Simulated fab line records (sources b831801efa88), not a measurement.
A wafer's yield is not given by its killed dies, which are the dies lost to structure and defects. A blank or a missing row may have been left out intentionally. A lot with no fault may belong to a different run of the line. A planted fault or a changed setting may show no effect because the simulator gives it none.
One fault seen from 2 desks | flow gf180mcu | numbers are kept per desk, each desk with only its own; the story behind them comes last

== FROM THE METROLOGY DESK ==
Means of the sampled wafers that have a number, per lot and without regard to the tool the lot ran on: this is what the gauges read. A lot is out of limits, marked OUT, if its mean lies more than 4 standard deviations from the usual mean; the brackets give that distance.
Columns: A = CONTACT_W_RS at GF_CONTACT_RS_MEAS_25, usual 0.379 ohm/sq; B = CONTACT_W_THK at GF_CONTACT_THK_MEAS_26, usual 308 nm; C = V1_BOW at GF_V1_BOW_MEAS_05, usual 82 um
lot  | first seen here | A                | B   | C
L394 | day 17 02:32    | 0.379            | 308 | 73
L395 | day 17 05:33    | 0.376            | 307 | 86
L396 | day 18 04:09    | 0.381            | 305 | 84
L398 | day 18 09:03    | 0.383            | 306 | 79
L399 | day 18 18:34    | 0.383            | 307 | 79
L401 | day 19 20:01    | 0.379            | 310 | 80
L403 | day 20 13:18    | 0.402 (+4.9) OUT | 292 | 81
L404 | day 20 15:51    | 0.404 (+5.1) OUT | 292 | 75
L405 | day 21 07:59    | 0.385            | 300 | 80
L407 | day 22 02:05    | 0.378            | 310 | 89
L413 | day 23 17:14    | 0.376            | 313 | 74
L414 | day 24 03:13    | 0.382            | 305 | 88
L415 | day 24 07:09    | 0.381            | 307 | 79
Finding of this desk: L403, L404 out of limits, first seen on L403 at day 20 13:18 (CONTACT_W_RS at GF_CONTACT_RS_MEAS_25). Within limits: L394, L395, L396, L398, L399, L401, L405, L407, L413, L414, L415.

== TOOL OWNER'S DESK, cvd w-01 ==
The tool's own readings at GF_CONTACT_CVD_24 (deposits W, target thk 300 nm, time 90.339 s): means of the sampled wafers that have a number, for each lot that ran on this tool. A lot is out of limits, marked OUT, if its mean lies more than 4 standard deviations from the usual mean; the brackets give that distance.
Columns: A = heater power w at GF_CONTACT_CVD_24, usual 881 W; B = susceptor temp C at GF_CONTACT_CVD_24, usual 400.04 C
lot  | first seen here | A   | B
L394 | day 17 02:25    | 870 | 400.00
L401 | day 19 19:55    | 895 | 399.81
L403 | day 20 13:11    | 864 | 397.17 (-14) OUT
L404 | day 20 15:45    | 866 | 397.33 (-13) OUT
L415 | day 24 07:02    | 900 | 399.93
This desk's verdict: out of limits on L403, L404, starting with L403 at day 20 13:11 (susceptor temp C at GF_CONTACT_CVD_24). Within limits: L394, L401, L415.

== TAKEN TOGETHER ==
An alarm could have come from the tool owner's desk at day 20 13:11, on L403, L404.
Metrology desk: alarm possible at day 20 13:18 on L403, L404.
The lots listed all ran GF_CONTACT_CVD_24 on cvd w-01.

== WHAT WAS PUT IN BY THE SIMULATOR ==
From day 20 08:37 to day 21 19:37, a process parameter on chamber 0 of cvd w-01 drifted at GF_CONTACT_CVD_24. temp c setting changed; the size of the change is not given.
Lots struck among those shown: L403, L404.
Delay (hours) between the fault's onset and each desk's first out-of-limits reading: 5 at the tool owner's desk, 5 at the metrology desk.
